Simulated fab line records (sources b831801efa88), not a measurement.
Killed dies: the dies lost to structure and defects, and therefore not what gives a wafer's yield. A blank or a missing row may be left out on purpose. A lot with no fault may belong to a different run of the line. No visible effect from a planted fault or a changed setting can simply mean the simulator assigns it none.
fab line records    flow gf180mcu
record: lots: 13  wafers: 38  last_day: 34
route steps=602 shown V1@361 M2@362 V3@429
lots that met no fault: taken from a fault-free run of the same line
start_h: start of the lot's first displayed wafer, in hours after the record's first day    wait_h: time in hours since the lot's previous step    " the same as in the row above    L1.1+2: a row that stands for several wafers    - either no value or no given start    * or withheld: withheld    < > ~ a bound
route shown NAME@n: names a module that has steps shown in the file, with the first one's number in the route    usual: the fault-free wafers' mean and standard deviation    same: alike in all rows    chamber/n: place in a boat    sites: each site's reading    _std_site: standard deviation across them    _edge_site: outer sites' mean less inner sites'    radius_mm: for every site, how far away it sits from the centre of the wafer    mask NAME#n: copy n    behind: the tool/chamber that last shaped the wafer    hold: cause of the lot's hold/its duration in hours/its outcome    device: which transistor (n, p or np) failed to switch    end of line: the same wafers' tests at the end of the route    a step with no rows: only its recipe    killed: not the wafer's yield, but the dies lost to structure and defects at the first sort    map: shows each die of a wafer: x if killed, . if not, _ if none is there
set.NAME: setting as actually run; set.NAME@STEP: the setting as run at that earlier step    model.NAME: the simulator's own value behind a step, which no gauge read
one table for each step of the route and one row for each wafer, over a sample of lots
services: the hour from which a tool's chamber was out of use, counted from the record's first day as start_h (under 0 if before that day), plus the number of hours and why
== steps ==
step: GF_V1_CMP_26
recipe: stop_on: SiO2  down_force_psi: 3.5  platen_rpm: 60  t_overpolish_s: 15  target_thk_nm: 0  pad_velocity_m_s: 0.94248
usual: motor_current_A: 11.1/1.2  overpolish_run_s: 15.000/0.0091  time_to_endpoint_s: 89/5.4
lot.wafer  tool    chamber  start_h  wait_h  motor_current_A  overpolish_run_s  time_to_endpoint_s
L950.2     cmp-01  1        416.14   0.1     10.6             14.994            88
L950.6     "       3        "        "       11.6             14.996            89
L950.5     "       0        "        "       10.8             15.004            88
L951.1     cmp-02  2        426.05   0.1     10.4             15.004            85
L951.4     "       0        "        "       10.9             15.004            90
L951.3     "       1        "        "       13.5             15.014            91
L953.1     cmp-01  1        449.78   0.1     10.9             15.007            93
L953.6     "       1        "        "       10.0             15.007            95
L953.5     "       2        "        "       12.5             14.994            98
L954.3     cmp-02  3        454.23   0.0     10.0             15.007            82
L954.4     "       1        "        "       14.4             14.995            95
L954.6     "       3        "        "       9.8              14.992            86
L955.3     cmp-01  1        475.63   0.0     10.7             15.014            97
L955.1     "       2        "        "       12.3             14.993            100
L955.4     "       3        "        "       11.3             15.000            100
L956.1     cmp-02  2        476.49   0.1     10.4             14.988            76
L956.5     "       0        "        "       10.3             15.007            84
L956.6     "       1        "        "       14.3             14.998            87
L958.3     cmp-02  3        488.01   0.0     10.0             14.987            82
L958.4     "       0        "        "       10.4             15.000            84
L958.6     "       3        "        "       9.8              14.998            81
L961.4     cmp-01  2        518.09   0.2     11.9             14.992            96
L961.5     "       0        "        "       11.1             14.986            94
L961.6     "       1        "        "       10.2             15.012            88
L964.2     cmp-01  2        539.71   0.1     12.1             15.007            91
L964.6     "       1        "        "       10.5             14.997            91
L965.4     cmp-01  1        549.36   0.0     10.7             15.005            92
L965.2     "       3        "        "       11.2             15.003            93
L965.6     "       2        "        "       11.9             14.995            97
L966.1     cmp-01  0        556.73   0.1     11.2             15.005            93
L966.3     "       3        "        "       11.8             15.005            95
L966.6     "       1        "        "       10.7             14.995            90
L970.2     cmp-01  0        586.95   0.1     11.1             15.002            95
L970.3     "       1        "        "       10.0             14.995            90
L970.6     "       2        "        "       11.5             15.002            94
L972.4     cmp-02  1        603.27   0.0     13.9             14.991            92
L972.1     "       2        "        "       10.1             14.996            83
L972.5     "       1        "        "       13.2             15.014            92
step: GF_M2_SPUTTER_00
recipe: material: Ti  target_thk_nm: 37.5  arriving_ion_energy_ev: 80  substrate_temp_c: 200  chamber_pressure_pa: 2  power_w: 4000  time_s: 150
usual: throttle_valve_pct: 30.1/0.75
lot.wafer  tool            chamber  start_h  wait_h  throttle_valve_pct
L950.2     pvd_sputter-03  -        416.34   0.1     29.6
L950.5     "               -        "        "       29.5
L950.6     "               -        "        "       30.5
L951.1     pvd_sputter-03  -        426.35   0.2     29.7
L951.3     "               -        "        "       29.0
L951.4     "               -        "        "       29.8
L953.1     pvd_sputter-03  -        450.08   0.2     29.5
L953.5     "               -        "        "       29.1
L953.6     "               -        "        "       29.6
L954.3     pvd_sputter-04  -        454.53   0.2     30.0
L954.4     "               -        "        "       29.1
L954.6     "               -        "        "       29.0
L955.1     pvd_sputter-03  -        475.93   0.2     30.0
L955.3     "               -        "        "       29.6
L955.4     "               -        "        "       30.8
L956.1     pvd_sputter-03  -        476.69   0.1     30.0
L956.5     "               -        "        "       30.5
L956.6     "               -        "        "       29.7
L958.3     pvd_sputter-02  -        488.31   0.2     31.0
L958.4     "               -        "        "       31.8
L958.6     "               -        "        "       31.5
L961.4     pvd_sputter-02  -        518.29   0.1     31.4
L961.5     "               -        "        "       31.7
L961.6     "               -        "        "       29.2
L964.2     pvd_sputter-02  -        539.96   0.2     30.3
L964.6     "               -        "        "       31.7
L965.2     pvd_sputter-03  -        549.66   0.1     29.7
L965.4     "               -        "        "       30.8
L965.6     "               -        "        "       29.7
L966.1     pvd_sputter-02  -        557.03   0.2     31.8
L966.3     "               -        "        "       30.2
L966.6     "               -        "        "       29.3
L970.2     pvd_sputter-04  -        587.15   0.1     29.1
L970.3     "               -        "        "       29.3
L970.6     "               -        "        "       30.4
L972.1     pvd_sputter-04  -        603.57   0.2     29.2
L972.4     "               -        "        "       29.1
L972.5     "               -        "        "       29.1
step: GF_V3_CVD_00
recipe: material: SiO2  target_thk_nm: 600  sigma_open_frac: 0.3  temp_c: 400  time_s: 100  sih4_flow_sccm: 60  pressure_mtorr: 6
usual: sih4_flow_sccm: 59.99/0.19
lot.wafer  tool       chamber  start_h  wait_h  sih4_flow_sccm
L950.2     hdpcvd-02  2        493.06   0.0     59.81
L950.5     "          2        "        "       59.93
L950.6     "          0        "        "       60.09
L951.1     hdpcvd-02  2        501.62   0.0     60.05
L951.3     "          0        "        "       59.98
L951.4     "          1        "        "       59.62
L953.1     hdpcvd-02  2        526.02   0.0     59.80
L953.5     "          0        "        "       60.21
L953.6     "          1        "        "       59.82
L954.3     hdpcvd-02  2        529.35   0.0     60.01
L954.4     "          1        "        "       59.84
L954.6     "          0        "        "       59.89
L955.1     hdpcvd-01  0        549.74   0.0     59.69
L955.3     "          1        "        "       60.14
L955.4     "          0        "        "       59.70
L956.1     hdpcvd-01  0        552.03   0.0     60.06
L956.5     "          0        "        "       60.20
L956.6     "          2        "        "       60.06
L958.3     hdpcvd-02  1        560.89   0.0     60.09
L958.4     "          2        "        "       59.82
L958.6     "          1        "        "       60.13
L961.4     hdpcvd-02  0        588.70   0.0     59.87
L961.5     "          2        "        "       59.56
L961.6     "          1        "        "       60.05
L964.2     hdpcvd-02  0        609.56   0.0     71.88
L964.6     "          0        "        "       72.07
L965.2     hdpcvd-02  2        618.20   0.0     71.70
L965.4     "          1        "        "       71.89
L965.6     "          0        "        "       72.13
L966.1     hdpcvd-01  2        625.62   0.0     60.03
L966.3     "          0        "        "       60.24
L966.6     "          2        "        "       60.29
L970.2     hdpcvd-01  0        653.42   0.0     60.04
L970.3     "          1        "        "       59.64
L970.6     "          0        "        "       59.96
L972.1     hdpcvd-01  2        666.97   0.0     60.05
L972.4     "          2        "        "       60.50
L972.5     "          0        "        "       59.56
step: GF_V3_THK_MEAS_01
recipe: reads: SiO2_of_V3_CVD_00
usual: V3_CVD_00_THK: 594/7.9
lot.wafer  tool           chamber  start_h  wait_h  hold                      V3_CVD_00_THK[nm]
L950.2     film_metro-02  -        493.18   0.1     -                         587
L950.5     "              -        "        "       -                         594
L950.6     "              -        "        "       -                         612
L951.1     film_metro-04  -        501.69   0.0     -                         581
L951.3     "              -        "        "       -                         605
L951.4     "              -        "        "       -                         585
L953.1     film_metro-02  -        526.09   0.0     -                         582
L953.5     "              -        "        "       -                         609
L953.6     "              -        "        "       -                         588
L954.3     film_metro-02  -        529.44   0.1     -                         576
L954.4     "              -        "        "       -                         576
L954.6     "              -        "        "       -                         602
L955.1     film_metro-01  -        549.81   0.0     -                         588
L955.3     "              -        "        "       -                         606
L955.4     "              -        "        "       -                         589
L956.1     film_metro-01  -        552.10   0.0     -                         590
L956.5     "              -        "        "       -                         593
L956.6     "              -        "        "       -                         589
L958.3     film_metro-04  -        560.98   0.1     -                         586
L958.4     "              -        "        "       -                         600
L958.6     "              -        "        "       -                         583
L961.4     film_metro-01  -        588.77   0.0     -                         596
L961.5     "              -        "        "       -                         592
L961.6     "              -        "        "       -                         593
L964.2     film_metro-04  -        609.64   0.0     await_dispo/0.2h/release  716
L964.6     "              -        "        "       await_dispo/0.2h/release  709
L964.2     film_metro-04  -        609.87   0.2     -                         715
L964.6     "              -        "        "       -                         709
L965.2     film_metro-02  -        618.28   0.0     await_dispo/0.2h/release  717
L965.4     "              -        "        "       await_dispo/0.2h/release  708
L965.6     "              -        "        "       await_dispo/0.2h/release  717
L965.2     film_metro-02  -        618.51   0.2     -                         717
L965.4     "              -        "        "       -                         709
L965.6     "              -        "        "       -                         717
L966.1     film_metro-04  -        625.69   0.0     -                         589
L966.3     "              -        "        "       -                         597
L966.6     "              -        "        "       -                         594
L970.2     film_metro-04  -        653.50   0.0     -                         594
L970.3     "              -        "        "       -                         606
L970.6     "              -        "        "       -                         596
L972.1     film_metro-04  -        667.04   0.0     -                         603
L972.4     "              -        "        "       -                         603
L972.5     "              -        "        "       -                         597
step: GF_V3_OVL_MEAS_15
usual: V3_OVL: 1/5.1
lot.wafer  tool        chamber  start_h  wait_h  V3_OVL[nm]
L950.2     overlay-01  -        517.37   0.1     13
L950.5     "           -        "        "       9
L950.6     "           -        "        "       10
L951.1     overlay-02  -        526.29   0.1     5
L951.3     "           -        "        "       -7
L951.4     "           -        "        "       -6
L953.1     overlay-02  -        549.51   0.1     3
L953.5     "           -        "        "       0
L953.6     "           -        "        "       1
L954.3     overlay-02  -        552.72   0.1     9
L954.4     "           -        "        "       10
L954.6     "           -        "        "       14
L955.1     overlay-01  -        572.36   0.1     4
L955.3     "           -        "        "       -1
L955.4     "           -        "        "       7
L956.1     overlay-01  -        575.81   0.1     3
L956.5     "           -        "        "       -3
L956.6     "           -        "        "       -6
L958.3     overlay-02  -        582.95   0.1     -1
L958.4     "           -        "        "       0
L958.6     "           -        "        "       -1
L961.4     overlay-02  -        610.08   0.1     3
L961.5     "           -        "        "       -1
L961.6     "           -        "        "       -1
L964.2     overlay-02  -        631.04   0.1     -5
L964.6     "           -        "        "       -8
L965.2     overlay-02  -        638.89   0.1     4
L965.4     "           -        "        "       5
L965.6     "           -        "        "       8
L966.1     overlay-02  -        645.98   0.1     0
L966.3     "           -        "        "       1
L966.6     "           -        "        "       -5
L970.2     overlay-02  -        672.74   0.1     -1
L970.3     "           -        "        "       -6
L970.6     "           -        "        "       -3
L972.1     overlay-02  -        686.54   0.1     5
L972.4     "           -        "        "       6
L972.5     "           -        "        "       4
== services ==
tool            chamber  start_h  hours  kind
hdpcvd-01       1        397.45   8.2    repair
cmp-02          -        404.00   4.0    pm
hdpcvd-02       -        405.75   3.0    repair
hdpcvd-02       2        406.10   3.9    repair
cmp-01          -        430.91   4.9    pm
pvd_sputter-02  -        437.09   8.5    repair
cmp-01          -        443.58   1.9    repair
cmp-01          -        463.28   2.2    repair
hdpcvd-01       -        465.42   2.8    pm
pvd_sputter-04  -        474.13   4.7    repair
hdpcvd-02       1        489.62   6.2    repair
cmp-01          -        498.09   4.9    pm
cmp-02          -        512.70   6.5    pm
pvd_sputter-04  -        515.51   19.3   repair
hdpcvd-02       -        533.80   2.8    pm
hdpcvd-02       -        539.25   15.0   pm
cmp-01          -        571.37   2.2    repair
cmp-01          -        573.61   4.0    pm
cmp-01          -        579.22   0.6    repair
cmp-01          -        622.97   0.5    repair
hdpcvd-01       2        628.99   3.9    repair
cmp-02          -        632.84   3.4    pm
cmp-01          -        634.54   0.8    repair
cmp-01          -        658.62   0.5    repair
== key ==
first_sign: step: GF_V3_CVD_00  reading: sih4_flow_sccm  direction: up  sigmas: 63  usual: 59.99  struck: 71.93
effect: step: GF_V3_THK_MEAS_01  reading: visit  direction: added
effect: step: GF_V3_THK_MEAS_01  reading: V3_CVD_00_THK  direction: up  sigmas: 15  usual: 594  struck: 713
met_at GF_V3_CVD_00
struck_lots L964,L965
not_acting_at GF_V1_CMP_26,GF_M2_SPUTTER_00,GF_V3_OVL_MEAS_15
onset_between 588.70 609.56
fault: kind: process_parameter_drift  tool: hdpcvd-02  chamber: -  onset_h: 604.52  steps: GF_V3_CVD_00  channel: sih4_flow_sccm  offset: 12  shape: step  end_h: 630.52  acts_in: these_recipes_only  stated: 60
